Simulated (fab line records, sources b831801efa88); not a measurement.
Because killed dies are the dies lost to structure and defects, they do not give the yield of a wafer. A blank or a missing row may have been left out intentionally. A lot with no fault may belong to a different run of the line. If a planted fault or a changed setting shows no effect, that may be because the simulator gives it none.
A struck lot beside a sound one :: flow sky130 :: 16 out of 708 route steps
Sound: these wafers, L670.1, L670.3, L670.4. The struck wafers were L685.2, L685.4, L685.6. The cause is named last.
At each step with rows: each side's tool, then ch and its chambers, then its first start. Under that, the readings that differ: sound wafers :: struck wafers :: difference of the means :: sigmas: that difference in standard deviations of wafers without a fault.
alike: words and numbers the same on both sides, and readings whose means are apart by under 2 such deviations; not compared: readings that were withheld, readings missing a value for some wafer, numbers with overlapping values and no deviation given by the record, and bounds like >300 which may hide the same value.
Wherever a step has rows on one side only, a row that says differs or no value, or a row with sigmas, the two part there. Numbers that have no deviation but don't overlap get no sigmas and don't part them. A reading missing from all wafers of one side parts the sides only when that side holds two or more wafers.

first, 3 steps without rows for these wafers: SKY_SONOS_TUNNEL_EXPOSE_04 (exposes mask TUNM, target cd 410 nm); SKY_SONOS_TUNNEL_PEB_05; SKY_SONOS_TUNNEL_DEVELOP_06 (develop time 60 s).
SKY_SONOS_TUNNEL_CD_MEAS_07: the cd target is 410 nm.
  sound: cd-sem-01 at day 12 04:52; struck: cd-sem-02 at day 17 06:41
  alike: cd-nm
SKY_SONOS_TUNNEL_OVL_MEAS_08:
  sound: overlay-01 at day 12 04:59; struck: overlay-02 at day 17 06:47
  alike: SONOS_TUNNEL_OVL
then, 3 steps without rows for these wafers: SKY_SONOS_TUNNEL_IMPLANT_09; SKY_SONOS_TUNNEL_WET_ETCH_10 (etches SiO2 in dHF, target depth 14 nm, time 280 s); SKY_SONOS_TUNNEL_STRIP_11 (strips in SPM, time 600 s).
SKY_SONOS_TUNNEL_TW_MEAS_12:
  sound: film-metro-03 at day 12 05:26; struck: film-metro-03 at day 17 07:14
  alike: SONOS_TUNNEL_TW
then, 2 steps without rows for these wafers: SKY_SONOS_TUNNEL_CLEAN_13 (cleans in dHF, time 20 s); SKY_SONOS_ONO_OXIDATION_00 (stabilise 600 s, purge 300 s, target thk 2.6 nm).
SKY_SONOS_ONO_THK_MEAS_01:
  sound: film-metro-02 at day 12 07:08; struck: film-metro-02 at day 17 08:59
  alike: SONOS_ONO_OXIDATION_THK
SKY_SONOS_ONO_CVD_02: deposits Si3N4 from DCS/NH3, target thk 10.5 nm, time 180 s.
  sound on lpcvd-02 ch 1, day 12 07:59; struck on lpcvd-02 ch 1, day 17 09:29
reading: spike-tc-bottom-C (C)
sound: 793 792 792
struck: 782 784 784
difference: -9
sigmas: -3

reading: spike-tc-centre-C (C)
sound: 770.8 769.4 769.9
struck: 761.2 760.3 762.1
difference: -8.8
sigmas: -9

reading: spike-tc-lower-C (C)
sound: 769.8 771.0 770.4
struck: 759.4 762.3 760.9
difference: -9.5
sigmas: -10

reading: spike-tc-top-C (C)
sound: 786.1 786.4 787.6
struck: 779.7 780.1 780.2
difference: -6.7
sigmas: -3

reading: spike-tc-upper-C (C)
sound: 770.0 768.6 768.2
struck: 760.9 760.0 760.5
difference: -8.5
sigmas: -8

reading: model.Si3N4_of_SONOS_ONO_CVD_02.thk-nm (nm)
sound: 10.44 10.5 10.61
struck: 8.892 8.932 8.906
difference: -1.607
sigmas: 
SKY_SONOS_ONO_THK_MEAS_03:
  sound: film-metro-01 at day 12 09:34; struck: film-metro-02 at day 17 10:32
reading: SONOS_ONO_CVD_02_THK (nm)
sound: 10.50 10.49 10.65
struck: 8.86 8.92 8.89
difference: -1.66
sigmas: -13
then, 1 step without rows for these wafers: SKY_SONOS_ONO_CVD_04 (deposits SiO2 from SiH4/N2O, target thk 5.7199 nm).
-- a jump in the record: the struck wafers' starts before and after are 33 days apart (it breaks off in module SONOS_ONO and resumes in module PAD_OPEN, where the first step shown is number 708 of the route) --
SKY_PAD_OPEN_PROBE_99:
  sound: prober-01 at day 46 14:04; struck: prober-01 at day 50 05:01
reading: model.etest.sonos-erased.drive-ua-um
sound: 193.2 178.1 180.8
struck: 223.9 210.9 244.2
difference: +42.3
sigmas: 

reading: model.etest.sonos-uncharged.r-on-ohm-um
sound: 824 822 815.3
struck: 758.9 786.5 777.9
difference: -46.0
sigmas: 

reading: model.etest.cap-ono.gate-log10-a-cm2
sound: -7.721 -8.021 -7.978
struck: -6.873 -6.949 -6.873
difference: +1.008
sigmas: 

reading: model.etest.cap-ono.gate-bv-v (V)
sound: 16.16 16.47 16.42
struck: 15.22 15.67 16
difference: -0.72
sigmas: 

reading: model.etest.cap-ono.tox-acc-nm (nm)
sound: 12.79 12.91 12.96
struck: 12.09 12.12 12.07
difference: -0.79
sigmas: 

reading: model.etest.sonos-programmed.vt-v (V)
sound: 1.5 1.481 1.399
struck: 1.801 1.771 1.813
difference: +0.335
sigmas: 

reading: model.etest.sonos-erased.vt-v (V)
sound: -2.298 -2.248 -2.234
struck: -2.51 -2.474 -2.525
difference: -0.24
sigmas: 

reading: model.etest.sonos-baked.vt-less-v (V)
sound: -0.4925 -0.5615 -0.4649
struck: -0.6809 -0.6265 -0.7095
difference: -0.1660
sigmas: 
  alike: killed_at_M0_to_M3, killed_at_M4_up, killed-at-contacts, killed-at-front-end, killed-at-other, killed-dies, killed-on-rim, killed-open, killed-short

== WHERE THEY PART ==
Earliest at SKY_SONOS_ONO_CVD_02; latest, in this record, at SKY_SONOS_ONO_THK_MEAS_03. Later steps at which nothing parts them and some readings are alike: SKY_PAD_OPEN_PROBE_99.

WHY: what had been put in by the simulator
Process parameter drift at SKY_SONOS_ONO_CVD_02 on lpcvd-02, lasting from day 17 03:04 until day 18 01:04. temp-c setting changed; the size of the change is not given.
